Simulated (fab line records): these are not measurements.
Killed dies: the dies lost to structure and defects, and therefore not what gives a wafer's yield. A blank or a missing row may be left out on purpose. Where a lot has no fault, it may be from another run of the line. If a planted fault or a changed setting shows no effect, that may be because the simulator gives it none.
Struck lot and sound lot, side by side / flow sky130 / 44 steps out of a route of 708
Sound: the wafers L154.1, L154.2, L154.3. Struck: wafers L164.2, L164.4, L164.5. The cause is named last.
At each step with rows: each side's tool, then ch and its chambers, then its first start. Under that, the readings that differ: sound wafers / struck wafers / difference of the means / sigmas: that difference in standard deviations of wafers without a fault.
alike: words and numbers the same on both sides, and readings whose means are apart by under 2 such deviations; not compared: readings that were withheld, readings missing a value for some wafer, numbers with overlapping values and no deviation given by the record, and bounds like >300 which may hide the same value.
Wherever a step has rows on one side only, a row that says differs or no value, or a row with sigmas, the two part there. Non-overlapping numbers with no deviation appear without sigmas and do not part them. A reading missing from all wafers of one side parts the sides only when that side holds two or more wafers.

first, 2 steps without rows for these wafers: SKY_DNWELL_DEVELOP_06 (develop time 60 s); SKY_DNWELL_IMPLANT_07.
SKY_DNWELL_STRIP_08: strips in O2/N2.
  sound on plasmaAsher-01 ch 0,1, day 3 14:52; struck on plasmaAsher-03 ch 0,1, day 5 20:01
  alike: drypumpMotorCurrentA, oesProductAu, stripTimeToEndpointS
  not compared: rfHoursCounterH
SKY_DNWELL_TW_MEAS_09:
  struck on filmMetro-04, day 5 20:07; sound on filmMetro-04, day 3 14:58
  alike: DNWELL_TW
then, 7 steps without rows for these wafers: SKY_PWDE_DEHYDRATE_00 (time 60 s); SKY_PWDE_HMDS_01 (prime time 60 s); SKY_PWDE_COAT_02 (resist thk 3000 nm); SKY_PWDE_SOFTBAKE_03; SKY_PWDE_EXPOSE_04 (exposes mask PWDEM, target cd 840 nm); SKY_PWDE_PEB_05; SKY_PWDE_DEVELOP_06 (develop time 60 s).
SKY_PWDE_OVL_MEAS_07:
  struck on overlay-02, day 6 15:17; sound on overlay-01, day 4 07:49
  alike: PWDE_OVL
SKY_PWDE_IMPLANT_08:
  sound on implanter-03 ch 0, day 4 07:52; struck on implanter-03 ch 0, day 6 15:20
reading=doseIonsCm2; sound=3.604e+12 3.601e+12 3.601e+12; struck=3.038e+12 3.042e+12 3.037e+12; difference=-5.630e+11; sigmas=-99 or more
reading=faradayCurrentUA; sound=20.7 20.6 20.7; struck=17.0 16.9 17.1; difference=-3.7; sigmas=-9
SKY_PWDE_STRIP_09: strips in O2/N2.
  sound on plasmaAsher-02 ch 0,1, day 4 08:01; struck on plasmaAsher-04 ch 0,1, day 6 15:28
  alike: drypumpMotorCurrentA, oesProductAu, stripTimeToEndpointS
  not compared: rfHoursCounterH
SKY_PWDE_TW_MEAS_10:
  struck on filmMetro-02, day 6 15:34; sound on filmMetro-04, day 4 08:07
reading=PWDE_TW; sound=377 376 373; struck=348 348 348; difference=-27; sigmas=-7
then, 7 steps without rows for these wafers: SKY_NWELL_DEHYDRATE_03 (time 60 s); SKY_NWELL_HMDS_04 (prime time 60 s); SKY_NWELL_COAT_05 (resist thk 3000 nm); SKY_NWELL_SOFTBAKE_06; SKY_NWELL_EXPOSE_07 (exposes mask NWM, target cd 840 nm); SKY_NWELL_PEB_08; SKY_NWELL_DEVELOP_09 (develop time 60 s).
SKY_NWELL_OVL_MEAS_10:
  struck on overlay-01, day 7 11:31; sound on overlay-02, day 5 00:36
  alike: NWELL_00_OVL
then, 3 steps without rows for these wafers: SKY_NWELL_IMPLANT_11; SKY_NWELL_IMPLANT_12; SKY_NWELL_IMPLANT_13.
SKY_NWELL_STRIP_14: strips in O2/N2.
  sound on plasmaAsher-02 ch 0,1, day 5 01:05; struck on plasmaAsher-02 ch 0,1, day 7 11:59
  alike: drypumpMotorCurrentA, oesProductAu, stripTimeToEndpointS
  not compared: rfHoursCounterH
SKY_NWELL_TW_MEAS_15:
  struck on filmMetro-03, day 7 12:06; sound on filmMetro-02, day 5 01:11
reading=NWELL_TW; sound=1787 1794 1793; struck=1826 1834 1821; difference=+36; sigmas=+2
then, 7 steps without rows for these wafers: SKY_NWELL_DEHYDRATE_16 (time 60 s); SKY_NWELL_HMDS_17 (prime time 60 s); SKY_NWELL_COAT_18 (resist thk 3000 nm); SKY_NWELL_SOFTBAKE_19; SKY_NWELL_EXPOSE_20 (exposes mask NWM COMPLEMENT, target cd 840 nm); SKY_NWELL_PEB_21; SKY_NWELL_DEVELOP_22 (develop time 60 s).
SKY_NWELL_OVL_MEAS_23:
  struck on overlay-02, day 8 08:10; sound on overlay-01, day 5 19:00
  alike: NWELL_01_OVL
then, 1 step without rows for these wafers: SKY_NWELL_IMPLANT_24.
SKY_NWELL_STRIP_25: strips in O2/N2.
  sound on plasmaAsher-02 ch 0,1, day 5 19:11; struck on plasmaAsher-01 ch 0,1, day 8 08:20
reading=stripTimeToEndpointS (s); sound=37.15 37.07 37.09; struck=36.90 36.72 36.88; difference=-0.27; sigmas=-2
  alike: drypumpMotorCurrentA, oesProductAu
  not compared: rfHoursCounterH
SKY_NWELL_TW_MEAS_26:
  struck on filmMetro-04, day 8 08:27; sound on filmMetro-04, day 5 19:17
  alike: NWELL_2_TW
then, 1 step without rows for these wafers: SKY_NWELL_CLEAN_27 (cleans in SC1/SC2, time 150 s).
SKY_NWELL_RTA_28: time 30 s.
  sound on rtpAnneal-01 ch 0, day 5 19:24; struck on rtpAnneal-02 ch 0, day 8 08:34
  alike: lampPowerPct, rampUpCPerS, wafer_temp_C_max
SKY_NWELL_RS_MEAS_29: measures by four-point-probe.
  struck on filmMetro-02, day 8 08:40; sound on filmMetro-02, day 5 19:30
  alike: NWELL_RS
SKY_NWELL_RS_MEAS_31: measures by four-point-probe.
  struck on filmMetro-02, day 8 08:55; sound on filmMetro-02, day 5 19:44
reading=PWDE_RS (ohm/sq); sound=5234 5245 5218; struck=6042 6013 6040; difference=+799; sigmas=+40
-- the record jumps here: 41 days lie between the struck wafers' starts before and after (it left off in module NWELL and takes up again in module PAD_OPEN, whose first step shown is number 708 of the route) --
SKY_PAD_OPEN_PROBE_99:
  struck on prober-02, day 49 00:10; sound on prober-02, day 46 10:34
reading=model.etest.resPwdeUnderGate.rsOhmSq; sound=6125 6138 6098; struck=7250 7258 7209; difference=+1119; sigmas=
  alike: killed_at_M0_to_M3, killed_at_M4_up, killedAtContacts, killedAtFrontEnd, killedAtOther, killedDies, killedOpen, killedShort
  not compared: model.etest.res_p_drift_20v.lineOhmUm, model.etest.res_p_drift_20v.rsOhmSq

## WHERE THEY PART
Last at SKY_NWELL_RS_MEAS_31 as far as this record goes, first at SKY_PWDE_IMPLANT_08. Later steps at which nothing parts them and some readings are alike: SKY_PAD_OPEN_PROBE_99.

WHY: what the simulator had put in
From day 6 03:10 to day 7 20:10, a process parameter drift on implanter-03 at SKY_PWDE_IMPLANT_08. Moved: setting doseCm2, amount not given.
